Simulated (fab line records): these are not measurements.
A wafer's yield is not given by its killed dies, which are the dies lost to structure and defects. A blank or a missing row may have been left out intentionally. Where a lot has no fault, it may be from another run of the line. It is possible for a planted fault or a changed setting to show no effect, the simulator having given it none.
One fault through the eyes of 2 desks + flow gf180mcu + each desk has only its own numbers; what lay behind them comes last

== FOR THE TOOL OWNER'S DESK: iline stepper-02 ==
The tool's own readings at GF_TOP_METAL_EXPOSE_11 (exposes mask MetalTop, target cd 440 nm): means of the sampled wafers that have a number, for each lot that ran on this tool. Marked OUT: a lot whose mean sits more than 4 standard deviations from the usual mean, which makes it out of limits; the brackets give that distance.
Columns: A = exposure dose mJ cm2 at GF_TOP_METAL_EXPOSE_11, usual 169.83
| lot  | first seen here | A                |
|------|-----------------|------------------|
| L609 | day 29 02:23    | 169.68           |
| L610 | day 29 13:58    | 169.80           |
| L611 | day 30 03:01    | 169.91           |
| L612 | day 30 03:21    | 169.90           |
| L613 | day 30 10:06    | 169.77           |
| L618 | day 31 17:22    | 181.81 (+63) OUT |
| L619 | day 32 01:02    | 181.40 (+61) OUT |
| L620 | day 32 12:16    | 177.22 (+39) OUT |
This desk finds L618, L619, L620 out of limits, L618 being first, at day 31 17:22 (exposure dose mJ cm2 at GF_TOP_METAL_EXPOSE_11). In limits: L609, L610, L611, L612, L613.

== AT THE METROLOGY DESK ==
What the gauges read for every lot (on any tool): the sampled wafers with a number, averaged. Marked OUT: a lot whose mean sits more than 4 standard deviations from the usual mean, which makes it out of limits; the brackets give that distance.
Columns: A = M5_OVL at GF_M5_OVL_MEAS_08, usual -1 nm; B = V5_BOW at GF_V5_BOW_MEAS_05, usual 134 um; C = cd nm at GF_TOP_METAL_CD_MEAS_14, usual 440.5 nm
| lot  | first seen here | A   | B   | C                |
|------|-----------------|-----|-----|------------------|
| L604 | day 26 04:43    | 0   | 144 | 438.6            |
| L606 | day 26 18:46    | 2   | 125 | 439.8            |
| L607 | day 27 07:22    | 1   | 131 | 439.3            |
| L609 | day 27 18:23    | -9  | 129 | 439.4            |
| L610 | day 28 05:44    | 4   | 136 | 438.9            |
| L611 | day 28 12:52    | 3   | 136 | 440.6            |
| L612 | day 28 17:49    | -1  | 137 | 439.7            |
| L613 | day 29 04:28    | 2   | 139 | 438.0            |
| L618 | day 30 12:10    | -7  | 137 | 421.8 (-8.1) OUT |
| L619 | day 30 18:28    | 4   | 130 | 423.8 (-7.3) OUT |
| L620 | day 31 07:40    | 0   | 121 | 425.8 (-6.4) OUT |
| L622 | day 31 13:37    | -10 | 135 | 440.7            |
| L624 | day 32 04:40    | -2  | 126 | 442.0            |
This desk finds L618, L619, L620 out of limits, L618 being first, at day 32 02:13 (cd nm at GF_TOP_METAL_CD_MEAS_14). In limits: L604, L606, L607, L609, L610, L611, L612, L613, L622, L624.

== TAKEN TOGETHER ==
The tool owner's desk had the chance to raise an alarm at day 31 17:22 on L618, L619, L620.
At day 32 02:13 the metrology desk could have sounded an alarm, on L618, L619, L620.
The lots listed all ran GF_TOP_METAL_EXPOSE_11 on iline stepper-02.

== WHAT WAS PUT IN BY THE SIMULATOR ==
Process parameter drift: iline stepper-02, from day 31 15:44 on, at GF_TOP_METAL_EXPOSE_11. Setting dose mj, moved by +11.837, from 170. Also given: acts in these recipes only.
Shown lots that were struck: L618, L619, L620.
Delay (hours) between the fault's onset and each desk's first out-of-limits reading: 2 at the tool owner's desk, 10 at the metrology desk.
